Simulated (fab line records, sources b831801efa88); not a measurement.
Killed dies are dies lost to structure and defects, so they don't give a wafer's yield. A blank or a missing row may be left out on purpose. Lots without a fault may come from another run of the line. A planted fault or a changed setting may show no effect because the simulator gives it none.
Which tool did it? | flow sky130 | 6 lots, 18 wafers sampled, at 2 steps of a route of 708

WHAT THE GAUGES READ, wafer by wafer
SKY_VT_ADJUST_PCH_OVL_MEAS_07.
lot  | measured     | on         | VT_ADJUST_PCH_OVL (nm)
L464 | day 11 07:06 | overlay-01 | 0.5 0.7 -0.2
L469 | day 13 01:57 | overlay-02 | 1.7 1.6 1.2
L472 | day 14 07:14 | overlay-02 | 1.3 -0.5 0.5
L473 | day 14 12:56 | overlay-01 | 0.1 -1.1 -0.9
L476 | day 15 05:07 | overlay-01 | -0.9 0.4 0.7
L481 | day 16 20:02 | overlay-01 | 261.0 262.0 261.7 260.0 260.8 260.2

WHICH TOOL RAN EACH LOT (tool, then ch and the chambers of the sampled wafers, then the start)
lot  | SKY_VT_ADJUST_PCH_EXPOSE_04
L464 | iline_stepper-02 ch 0, day 10 19:42
L469 | iline_stepper-02 ch 0, day 12 13:10
L472 | iline_stepper-02 ch 0, day 13 18:23
L473 | iline_stepper-02 ch 0, day 14 00:14
L476 | iline_stepper-01 ch 0, day 14 15:39
L481 | iline_stepper-02 ch 0, day 16 06:14
- SKY_VT_ADJUST_PCH_EXPOSE_04: exposes mask NWM, target cd 840 nm.

THE ANSWER, worked out from the rows above alone
Rule: what is usual is taken from the lots themselves. Put in order of their means at a reading, lots are off if they are a third of the lots or fewer, leave a main group of 4 or more, and stand apart from it by a gap of 3 or more times the standard deviation of the main group's means; of several such gaps the widest counts. A main group whose means are all the same, to the digits that the tables above print for the reading, isn't used. A lot without any number at a reading at which 4 lots or more have one is off too. The other lots that the step has rows for count as sound.
Off: L481, at SKY_VT_ADJUST_PCH_OVL_MEAS_07 (VT_ADJUST_PCH_OVL). The main group: mean 0.3 nm, standard deviation 0.69.
A tool fits if, at a process step before that reading, it ran every lot that is off, and no sound lot after the first of them. The gauges at SKY_VT_ADJUST_PCH_OVL_MEAS_07 are tried like those tools. Can't be told from this: 2 tools fit, iline_stepper-02 at SKY_VT_ADJUST_PCH_EXPOSE_04, overlay-01 at SKY_VT_ADJUST_PCH_OVL_MEAS_07.

WHAT THE SIMULATOR HAD PUT IN
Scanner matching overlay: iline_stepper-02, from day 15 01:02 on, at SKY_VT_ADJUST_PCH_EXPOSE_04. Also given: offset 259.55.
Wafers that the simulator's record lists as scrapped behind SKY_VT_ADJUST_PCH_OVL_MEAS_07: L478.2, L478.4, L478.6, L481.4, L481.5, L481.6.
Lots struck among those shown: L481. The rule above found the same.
